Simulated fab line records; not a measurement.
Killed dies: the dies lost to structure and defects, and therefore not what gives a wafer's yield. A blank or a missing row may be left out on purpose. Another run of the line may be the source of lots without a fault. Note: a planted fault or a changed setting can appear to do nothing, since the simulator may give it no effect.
Which of the tools did it? -- flow sky130 -- at 1 step of a route of 708, 14 lots with 42 wafers sampled

## WHAT EACH GAUGE READ, for each wafer
Not one reading of a measure or inspect step in the record can be checked against a usual standard deviation.

## WHICH TOOL RAN EACH LOT (tool, then ch and the chambers of the sampled wafers, then the start)
lot,SKY_FIELD_ISO_WET_ETCH_30
L351,"wet_bench-01 ch 3, day 2 15:54"
L353,"wet_bench-03 ch 0, day 3 02:29"
L354,"wet_bench-04 ch 3, day 3 06:59"
L355,"wet_bench-01 ch 0, day 3 12:36"
L356,"wet_bench-01 ch 1, day 3 20:43"
L357,"wet_bench-03 ch 3, day 3 23:35"
L358,"wet_bench-04 ch 2, day 4 05:21"
L359,"wet_bench-04 ch 2, day 4 10:34"
L363,"wet_bench-01 ch 0, day 5 07:49"
L365,"wet_bench-01 ch 3, day 5 15:10"
L368,"wet_bench-01 ch 1, day 6 09:04"
L369,"wet_bench-04 ch 3, day 6 14:44"
L371,"wet_bench-03 ch 3, day 7 01:10"
L373,"wet_bench-04 ch 1, day 7 11:12"
- SKY_FIELD_ISO_WET_ETCH_30: etches SiO2 in dHF, target depth 25 nm, time 50 s.

## WHAT THE TOOLS THEMSELVES READ (means of the sampled wafers that have a number; where no wafer has one, the mark that the record gives instead)
SKY_FIELD_ISO_WET_ETCH_30.
lot,tool,run_length_s (s),temp_c (C)
L351,wet_bench-01,77,25.06
L353,wet_bench-03,81,24.85
L354,wet_bench-04,76,25.11
L355,wet_bench-01,77,24.91
L356,wet_bench-01,75,25.01
L357,wet_bench-03,75,25.09
L358,wet_bench-04,76,24.89
L359,wet_bench-04,78,25.01
L363,wet_bench-01,83,25.00
L365,wet_bench-01,90,24.92
L368,wet_bench-01,89,24.89
L369,wet_bench-04,77,25.05
L371,wet_bench-03,82,25.05
L373,wet_bench-04,76,24.83

## THE ANSWER, worked out from the rows above alone
Rule: the lots themselves supply what counts as usual. The widest of any qualifying gaps counts: lots, ordered by their means at a reading, are off when they make up no more than a third of the lots, leave a main group of 4 or more, and stand apart from it by 3 or more times the standard deviation of that group's means. A main group whose means are all the same, to the digits that the tables above print for the reading, isn't used. Also off: a lot with no number at a reading for which 4 or more lots have one. Any other lot the step has rows for is counted as sound. After the gauges, taken in route order, come the tools' own readings; for these a lot's mean is taken, as printed above. At the first step where some lot is off, the reading lying furthest off is the one used; lots without a number count as furthest.
Nothing can be told from this: no lot is off at any reading shown.

## WHAT THE SIMULATOR HAD PUT IN
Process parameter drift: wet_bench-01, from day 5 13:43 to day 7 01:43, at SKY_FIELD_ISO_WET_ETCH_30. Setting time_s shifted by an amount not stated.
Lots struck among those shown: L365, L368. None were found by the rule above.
